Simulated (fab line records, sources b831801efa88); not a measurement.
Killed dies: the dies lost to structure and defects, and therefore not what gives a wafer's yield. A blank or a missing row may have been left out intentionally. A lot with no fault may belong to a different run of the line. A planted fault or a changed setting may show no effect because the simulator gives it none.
Chamber matching | flow gf180mcu | GF_V4_CMP_04 on cmp-02: 4 sister chambers
The step polishes SiO2. 24 wafers are shown with their chamber, then 12 later ones without.

## WAFERS PAIRED WITH THEIR CHAMBERS
wafer  | chamber | motor_current_A (A) | time_to_endpoint_s (s)
L074.1 | 0       | 12.3                | 70
L074.5 | 1       | 11.1                | 75
L074.6 | 2       | 11.6                | 76
L077.1 | 1       | 11.2                | 64
L077.2 | 0       | 13.0                | 69
L077.4 | 3       | 11.7                | 86
L080.2 | 2       | 11.3                | 78
L080.5 | 2       | 11.6                | 77
L080.6 | 3       | 11.7                | 85
L081.1 | 1       | 11.8                | 72
L081.3 | 2       | 11.3                | 75
L081.4 | 0       | 11.8                | 78
L085.1 | 2       | 11.6                | 78
L085.2 | 1       | 11.4                | 69
L085.5 | 2       | 11.6                | 80
L085.3 | 3       | 11.9                | 79
L085.4 | 0       | 12.1                | 79
L085.6 | 1       | 11.3                | 73
L086.4 | 1       | 10.8                | 73
L086.5 | 1       | 11.2                | 75
L086.6 | 2       | 11.8                | 80
L088.1 | 1       | 11.3                | 73
L088.3 | 3       | 12.0                | 75
L088.4 | 2       | 11.7                | 82

SIGNATURES (means of the wafers above)
reading            | chamber 0 | chamber 1 | chamber 2 | chamber 3 | scatter within a chamber
motor_current_A    | 12.300    | 11.262    | 11.562    | 11.825    | 0.285
time_to_endpoint_s | 74.00     | 71.75     | 78.25     | 81.25     | 3.83
Rule: a wafer's distance from a chamber is the root of the sum, over the readings, of the square of ((its reading less the chamber's mean) divided by the reading's scatter). The wafer belongs to the nearest chamber; if the next one is less than 2 further off, it can't be placed. How the scatter is found: for the shown wafers, subtract from each reading the mean of its chamber, square and add these, divide the total by (wafers less chambers), then take the root.

## WAFERS WHOSE CHAMBER IS MISSING
wafer  | motor_current_A (A) | time_to_endpoint_s (s)
L091.1 | 11.5                | 73
L091.3 | 11.0                | 67
L091.5 | 11.9                | 72
L093.1 | 11.7                | 79
L093.2 | 12.6                | 74
L093.6 | 12.6                | 77
L094.1 | 11.6                | 74
L094.2 | 12.5                | 77
L094.4 | 12.0                | 74
L097.1 | 10.8                | 78
L097.2 | 11.7                | 75
L097.3 | 11.6                | 81

## EACH ONE'S CHAMBER
wafer  | from the rows above               | in truth
L091.1 | can't be placed: 1 or 2 or 3 or 0 | 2
L091.3 | can't be placed: 1 or 2           | 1
L091.5 | can't be placed: 0 or 2 or 1 or 3 | 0
L093.1 | can't be placed: 2 or 3 or 1 or 0 | 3
L093.2 | 0                                 | 0
L093.6 | can't be placed: 0 or 3           | 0
L094.1 | can't be placed: 2 or 1 or 3 or 0 | 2
L094.2 | can't be placed: 0 or 3           | 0
L094.4 | can't be placed: 0 or 2 or 3 or 1 | 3
L097.1 | can't be placed: 1 or 2 or 3      | 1
L097.2 | can't be placed: 2 or 3 or 1 or 0 | 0
L097.3 | can't be placed: 2 or 3 or 1      | 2
Correctly placed: 1 of 12. Unplaceable from these rows: 11, with the true chamber sitting among the candidates in 11. Wrongly placed: 0.
